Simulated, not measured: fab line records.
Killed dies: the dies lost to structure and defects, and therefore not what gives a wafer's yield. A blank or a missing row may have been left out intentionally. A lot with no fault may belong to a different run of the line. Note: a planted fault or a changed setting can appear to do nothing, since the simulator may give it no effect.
Lot-split experiment :: flow sky130 :: 5 lots, 23 wafers read, on a route of 708 steps

THE SPLIT
At SKY_VIA1_SPUTTER_20 (material TiN, target thk 20 nm, time 80 s), the setting timeS was moved away from the recipe's 80 s on 9 of the 23 wafers read, by -14.4% to +12.3%. For the rest of the wafers, this setting stayed at what the recipe calls for.

The split's own step is where the reading is taken.

THE READING
TiN_of_VIA1_SPUTTER_20.thkNm (the simulator's own value, which no gauge read), in nm, at SKY_VIA1_SPUTTER_20 (material TiN, target thk 20 nm, time 80 s). The file does not state a usual value for it. Average 19.86 nm, standard deviation 0.25 nm, over the 14 wafers here run with the recipe.

wafer: L074.1
tool, chamber at the split: pvdSputter-03, -
timeS as run, s: 80
against the recipe: recipe
TiN_of_VIA1_SPUTTER_20.thkNm, nm: 19.99
against lot-mates on the recipe: -

wafer: L074.2
tool, chamber at the split: pvdSputter-03, -
timeS as run, s: 80
against the recipe: recipe
TiN_of_VIA1_SPUTTER_20.thkNm, nm: 20.01
against lot-mates on the recipe: -

wafer: L074.5
tool, chamber at the split: pvdSputter-03, -
timeS as run, s: 80
against the recipe: recipe
TiN_of_VIA1_SPUTTER_20.thkNm, nm: 19.81
against lot-mates on the recipe: -

wafer: L077.2
tool, chamber at the split: pvdSputter-01, -
timeS as run, s: 68.46
against the recipe: -14.4%
TiN_of_VIA1_SPUTTER_20.thkNm, nm: 16.75
against lot-mates on the recipe: -3.07

wafer: L077.3
tool, chamber at the split: pvdSputter-01, -
timeS as run, s: 80
against the recipe: recipe
TiN_of_VIA1_SPUTTER_20.thkNm, nm: 19.72
against lot-mates on the recipe: -

wafer: L077.4
tool, chamber at the split: pvdSputter-01, -
timeS as run, s: 68.46
against the recipe: -14.4%
TiN_of_VIA1_SPUTTER_20.thkNm, nm: 16.84
against lot-mates on the recipe: -2.98

wafer: L077.5
tool, chamber at the split: pvdSputter-01, -
timeS as run, s: 68.46
against the recipe: -14.4%
TiN_of_VIA1_SPUTTER_20.thkNm, nm: 16.63
against lot-mates on the recipe: -3.19

wafer: L077.6
tool, chamber at the split: pvdSputter-01, -
timeS as run, s: 80
against the recipe: recipe
TiN_of_VIA1_SPUTTER_20.thkNm, nm: 19.92
against lot-mates on the recipe: -

wafer: L078.1
tool, chamber at the split: pvdSputter-04, -
timeS as run, s: 89.8
against the recipe: +12.3%
TiN_of_VIA1_SPUTTER_20.thkNm, nm: 21.88
against lot-mates on the recipe: +2.22

wafer: L078.3
tool, chamber at the split: pvdSputter-04, -
timeS as run, s: 89.8
against the recipe: +12.3%
TiN_of_VIA1_SPUTTER_20.thkNm, nm: 21.82
against lot-mates on the recipe: +2.16

wafer: L078.4
tool, chamber at the split: pvdSputter-04, -
timeS as run, s: 89.8
against the recipe: +12.3%
TiN_of_VIA1_SPUTTER_20.thkNm, nm: 21.87
against lot-mates on the recipe: +2.21

wafer: L078.5
tool, chamber at the split: pvdSputter-04, -
timeS as run, s: 80
against the recipe: recipe
TiN_of_VIA1_SPUTTER_20.thkNm, nm: 19.87
against lot-mates on the recipe: -

wafer: L078.6
tool, chamber at the split: pvdSputter-04, -
timeS as run, s: 80
against the recipe: recipe
TiN_of_VIA1_SPUTTER_20.thkNm, nm: 19.44
against lot-mates on the recipe: -

wafer: L080.1
tool, chamber at the split: pvdSputter-04, -
timeS as run, s: 87.26
against the recipe: +9.1%
TiN_of_VIA1_SPUTTER_20.thkNm, nm: 22.22
against lot-mates on the recipe: +2.03

wafer: L080.2
tool, chamber at the split: pvdSputter-04, -
timeS as run, s: 87.26
against the recipe: +9.1%
TiN_of_VIA1_SPUTTER_20.thkNm, nm: 21.69
against lot-mates on the recipe: +1.50

wafer: L080.3
tool, chamber at the split: pvdSputter-04, -
timeS as run, s: 80
against the recipe: recipe
TiN_of_VIA1_SPUTTER_20.thkNm, nm: 19.95
against lot-mates on the recipe: -

wafer: L080.5
tool, chamber at the split: pvdSputter-04, -
timeS as run, s: 80
against the recipe: recipe
TiN_of_VIA1_SPUTTER_20.thkNm, nm: 20.42
against lot-mates on the recipe: -

wafer: L080.6
tool, chamber at the split: pvdSputter-04, -
timeS as run, s: 87.26
against the recipe: +9.1%
TiN_of_VIA1_SPUTTER_20.thkNm, nm: 21.89
against lot-mates on the recipe: +1.70

wafer: L084.1
tool, chamber at the split: pvdSputter-01, -
timeS as run, s: 80
against the recipe: recipe
TiN_of_VIA1_SPUTTER_20.thkNm, nm: 19.43
against lot-mates on the recipe: -

wafer: L084.2
tool, chamber at the split: pvdSputter-01, -
timeS as run, s: 80
against the recipe: recipe
TiN_of_VIA1_SPUTTER_20.thkNm, nm: 19.89
against lot-mates on the recipe: -

wafer: L084.3
tool, chamber at the split: pvdSputter-01, -
timeS as run, s: 80
against the recipe: recipe
TiN_of_VIA1_SPUTTER_20.thkNm, nm: 20.01
against lot-mates on the recipe: -

wafer: L084.4
tool, chamber at the split: pvdSputter-01, -
timeS as run, s: 80
against the recipe: recipe
TiN_of_VIA1_SPUTTER_20.thkNm, nm: 19.99
against lot-mates on the recipe: -

wafer: L084.6
tool, chamber at the split: pvdSputter-01, -
timeS as run, s: 80
against the recipe: recipe
TiN_of_VIA1_SPUTTER_20.thkNm, nm: 19.6
against lot-mates on the recipe: -

THE FIT
A straight line over all 23 wafers: TiN_of_VIA1_SPUTTER_20.thkNm changes by +0.201 nm for each +1% of timeS; r = +0.98; the points scatter about the line by 0.3 nm.
The same after taking each lot's own level away (the mean of its wafers on the recipe; 23 wafers): +0.199 nm for each +1%; r = +0.99; scatter 0.21 nm.
Per that fit: largest timeS move, reading shift of 2.9 nm.
Measured against the standard deviation above, the lots' own levels, which go from 19.655 to 20.185 nm, span 2.1 times it.
Hence the lot-to-lot level has little effect on the slope; both slopes agree.
Check: for one of the wafers moved furthest among these (-14.4%), held out of the fit, the line's prediction against its lot-mates is -2.9 nm. Against them it came out at -3.07 nm.

OTHER SPLITS APPLIED TO THESE WAFERS
Note: prior to the reading, these wafers also went through further splits. Each is held against what the fit with the lots' levels taken away leaves over:
other split on the same wafers: SKY_CONTACT_DEVELOP_13 devTempC
wafers away from the commonest value: 5
r with TiN_of_VIA1_SPUTTER_20.thkNm (lot level and that fit taken away): +0.08

other split on the same wafers: SKY_METAL1_SPUTTER_03 timeS
wafers away from the commonest value: 5
r with TiN_of_VIA1_SPUTTER_20.thkNm (lot level and that fit taken away): +0.22

THE FILE'S OWN FIT
TiN_of_VIA1_SPUTTER_20.thkNm changes by +0.198 nm for each +1% of timeS, r = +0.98.
